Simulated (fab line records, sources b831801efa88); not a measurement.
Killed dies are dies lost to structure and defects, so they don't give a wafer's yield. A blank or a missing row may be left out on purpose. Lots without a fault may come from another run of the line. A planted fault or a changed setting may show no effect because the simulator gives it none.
A struck lot beside a sound one | flow sky130 | 28 steps out of a route of 708
Sound: wafers L340.1, L340.4, L340.6. Struck: wafers L342.1, L342.2, L342.3. The cause comes at the end.
At each step with rows: each side's tool, then ch and its chambers, then its first start. Under that, the readings that differ: sound wafers | struck wafers | difference of the means | sigmas: that difference in standard deviations of wafers without a fault.
alike: readings whose means differ by less than 2 such deviations, and words and numbers that are the same on both sides. not compared: withheld readings, readings that some wafer has no value for, bounds like >300 that may hide the same value, and numbers for which the record gives no deviation and whose values overlap.
The two part at a step that has a row with sigmas, a row that says differs or no value, or rows on one side only. Numbers that don't overlap but have no deviation are shown without sigmas and don't part them. A reading that every wafer of one side lacks parts them only if that side has two wafers or more.

SKY_SD_P_OVL_MEAS_08:
  sound on overlay-02, day 29 07:05; struck on overlay-02, day 30 08:16
  alike: SD_P_OVL
then, 1 step without rows for these wafers: SKY_SD_P_IMPLANT_09.
SKY_SD_P_STRIP_10: strips in O2/N2.
  sound on plasma_asher-02 ch 0,1, day 29 07:16; struck on plasma_asher-02 ch 0,1, day 30 08:26
  reading                      | sound             | struck            | difference | sigmas
  strip_time_to_endpoint_s (s) | 17.45 17.42 17.44 | 17.53 17.56 17.55 | +0.11      | +2
  alike: chamber_pressure_mTorr, drypump_motor_current_A, o2_flow_sccm, oes_product_au
  not compared: rf_hours_counter_h
SKY_SD_P_TW_MEAS_11:
  sound on film_metro-01, day 29 07:22; struck on film_metro-02, day 30 08:32
  alike: SD_P_TW
then, 8 steps without rows for these wafers: SKY_RES_XHIGH_DEHYDRATE_00 (time 60 s); SKY_RES_XHIGH_HMDS_01 (prime time 60 s); SKY_RES_XHIGH_COAT_02 (resist thk 1140 nm); SKY_RES_XHIGH_SOFTBAKE_03 (time 60 s); SKY_RES_XHIGH_EXPOSE_04 (exposes mask URPM, target cd 1270 nm); SKY_RES_XHIGH_PEB_05; SKY_RES_XHIGH_DEVELOP_06 (develop time 60 s); SKY_RES_XHIGH_IMPLANT_07.
SKY_RES_XHIGH_STRIP_08: strips in O2/N2.
  sound on plasma_asher-01 ch 0,1, day 30 11:07; struck on plasma_asher-03 ch 0,1, day 31 12:01
  no value came back on the struck wafers for any of 5 readings (chamber_pressure_mTorr (mTorr), drypump_motor_current_A (A) and others); on the sound wafers chamber_pressure_mTorr (mTorr) reads 1499.2 1501.2 1500.7
  reading                                        | sound | struck         | difference | sigmas
  model.NOVOLAK_of_RES_XHIGH_COAT_02.thk_nm (nm) | 0 0 0 | 1146 1141 1144 | +1144      |
  not compared: rf_hours_counter_h
SKY_RES_XHIGH_TW_MEAS_09:
  sound on film_metro-01, day 30 11:13; struck on film_metro-01, day 31 12:07
  alike: RES_XHIGH_TW
then, 7 steps without rows for these wafers: SKY_SD_N_DEHYDRATE_00 (time 60 s); SKY_SD_N_HMDS_01 (prime time 60 s); SKY_SD_N_COAT_02 (resist thk 1140 nm); SKY_SD_N_SOFTBAKE_03 (time 60 s); SKY_SD_N_EXPOSE_04 (exposes mask NSDM, target cd 380 nm); SKY_SD_N_PEB_05; SKY_SD_N_DEVELOP_06 (develop time 60 s).
SKY_SD_N_CD_MEAS_07: target cd 380 nm.
  sound on cd_sem-02, day 31 13:38; struck on cd_sem-02, day 32 15:08
  alike: cd_nm
SKY_SD_N_OVL_MEAS_08:
  sound on overlay-02, day 31 13:46; struck on overlay-02, day 32 15:15
  alike: SD_N_OVL
then, 2 steps without rows for these wafers: SKY_SD_N_IMPLANT_09; SKY_SD_N_IMPLANT_10.
SKY_SD_N_STRIP_11: strips in O2/N2.
  sound on plasma_asher-01 ch 0,1, day 31 14:05; struck on plasma_asher-02 ch 0,1, day 32 15:35
  reading                      | sound             | struck            | difference | sigmas
  oes_product_au (a.u.)        | 0.537 0.535 0.525 | 0.607 0.616 0.617 | +0.081     | +16
  strip_time_to_endpoint_s (s) | 22.55 22.53 22.53 | 39.51 39.45 39.48 | +16.94     | +99 or more
  alike: chamber_pressure_mTorr, drypump_motor_current_A, o2_flow_sccm
  not compared: rf_hours_counter_h
SKY_SD_N_TW_MEAS_12:
  sound on film_metro-01, day 31 14:11; struck on film_metro-01, day 32 15:41
  reading | sound          | struck   | difference | sigmas
  SD_N_TW | 3865 3862 3866 | 29 29 29 | -3835      | -57
then, 1 step without rows for these wafers: SKY_SD_N_CLEAN_13 (cleans in SC1/SC2, time 150 s).

WHERE THEY PART
First at SKY_SD_P_STRIP_10; last, within this record, at SKY_SD_N_TW_MEAS_12.

WHY: what the simulator had put in
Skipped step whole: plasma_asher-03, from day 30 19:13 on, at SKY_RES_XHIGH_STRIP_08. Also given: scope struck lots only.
